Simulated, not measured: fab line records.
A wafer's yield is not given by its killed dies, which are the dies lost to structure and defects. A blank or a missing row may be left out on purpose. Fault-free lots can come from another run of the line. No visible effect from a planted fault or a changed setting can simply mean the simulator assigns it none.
Lot-split experiment | flow sky130 | route with 708 steps; 5 lots, 23 wafers read

SPLIT DETAILS
At SKY_POLY_CUT_ETCH_10 (etches BARC in N2/H2, stops on SiO2, time 45.9 s, target depth 60 nm), the setting timeS was moved away from the recipe's 45.9 s on 8 of the 23 wafers read, by -14.0% to +11.5%. For the rest of the wafers, this setting stayed at what the recipe calls for.

The split's own step is where the reading is taken.

THE READING
KrF-thick_of_POLY_CUT_COAT_03.thkNm (the simulator's own value, which no gauge read), in nm, at SKY_POLY_CUT_ETCH_10 (etches BARC in N2/H2, stops on SiO2, time 45.9 s, target depth 60 nm). The file gives no usual value for it. The 15 wafers here that ran the recipe average 402.7 nm, standard deviation 1.1 nm.

wafer  | tool, chamber at the split | timeS as run, s | against the recipe | KrF-thick_of_POLY_CUT_COAT_03.thkNm, nm | against lot-mates on the recipe
L074.1 | rieDiel-02, 1              | 45.9            | recipe             | 401.2                                   | -
L074.2 | rieDiel-02, 3              | 39.49           | -14.0%             | 406.2                                   | +4.2
L074.3 | rieDiel-02, 2              | 39.49           | -14.0%             | 405.4                                   | +3.4
L074.4 | rieDiel-02, 0              | 45.9            | recipe             | 404                                     | -
L074.6 | rieDiel-02, 1              | 45.9            | recipe             | 400.9                                   | -
L078.1 | rieDiel-02, 1,0            | 49.97           | +8.9%              | 398.9                                   | -3.2
L078.4 | rieDiel-02, 1,0            | 49.97           | +8.9%              | 398.9                                   | -3.2
L078.2 | rieDiel-02, 2              | 45.9            | recipe             | 401.7                                   | -
L078.5 | rieDiel-02, 2              | 49.97           | +8.9%              | 399.2                                   | -2.9
L078.6 | rieDiel-02, 1              | 45.9            | recipe             | 402.6                                   | -
L081.2 | rieDiel-04, 1              | 45.9            | recipe             | 402.3                                   | -
L081.3 | rieDiel-04, 3              | 45.9            | recipe             | 401                                     | -
L081.6 | rieDiel-04, 3              | 45.9            | recipe             | 403                                     | -
L083.1 | rieDiel-03, 2              | 51.17           | +11.5%             | 399.9                                   | -2.9
L083.2 | rieDiel-03, 0              | 45.9            | recipe             | 402.9                                   | -
L083.4 | rieDiel-03, 1              | 51.17           | +11.5%             | 399.3                                   | -3.5
L083.5 | rieDiel-03, 2              | 51.17           | +11.5%             | 398.5                                   | -4.3
L083.6 | rieDiel-03, 1              | 45.9            | recipe             | 402.7                                   | -
L085.1 | rieDiel-02, 0              | 45.9            | recipe             | 404.1                                   | -
L085.2 | rieDiel-02, 3              | 45.9            | recipe             | 403.8                                   | -
L085.3 | rieDiel-02, 1              | 45.9            | recipe             | 403.5                                   | -
L085.4 | rieDiel-02, 2              | 45.9            | recipe             | 402.1                                   | -
L085.6 | rieDiel-02, 1              | 45.9            | recipe             | 404.2                                   | -
Rows listing several chambers each stand for several wafers; the file does not say which wafer went through which chamber.

FIT RESULTS
A straight line over all 23 wafers: KrF-thick_of_POLY_CUT_COAT_03.thkNm changes by -0.289 nm for each +1% of timeS; r = -0.88; the points scatter about the line by 1.1 nm.
The same after taking each lot's own level away (the mean of its wafers on the recipe; 23 wafers): -0.302 nm for each +1%; r = -0.93; scatter 0.8 nm.
Per that fit: largest timeS move, reading shift of 4.2 nm.
Measured against the standard deviation above, the lots' own levels, which go from 402.03 to 403.54 nm, span 1.4 times it.
Hence the lot-to-lot level has little effect on the slope; both slopes agree.
Check: with one of the wafers moved furthest among these (-14.0%) left out of the fit, the line predicts +4.07 nm for it against its lot-mates. It came out at +4.17 nm against them.

THESE WAFERS: OTHER SPLITS
These wafers also went through other splits before the reading. Each is held against what the fit with the lots' levels taken away leaves over:
other split on the same wafers     | wafers away from the commonest value | r with KrF-thick_of_POLY_CUT_COAT_03.thkNm (lot level and that fit taken away)
SKY_SONOS_ONO_CVD_02 timeS         | 15                                   | -0.05
SKY_SONOS_ONO_EXPOSE_10 doseMj     | 9                                    | -0.09
SKY_SONOS_ONO_ETCH_15 timeS        | 10                                   | +0.07
SKY_POLY_GATE_CVD_03 pressureMtorr | 18                                   | -0.12
SKY_POLY_GATE_OXIDATION_20 tempC   | 15                                   | -0.13
SKY_LDD_P_COAT_02 resistThkNm      | 11                                   | +0.14
SKY_LDD_P_IMPLANT_09 doseCm2       | 4                                    | +0.19
SKY_LDD_HVN_COAT_02 spinRpm        | 9                                    | -0.18
SKY_LDD_LDN_COAT_02 spinRpm        | 6                                    | +0.17
SKY_LDD_LDN_DEVELOP_06 devTempC    | 11                                   | -0.07

FILE'S OWN FIT
KrF-thick_of_POLY_CUT_COAT_03.thkNm changes by -0.298 nm for each +1% of timeS, r = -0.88.
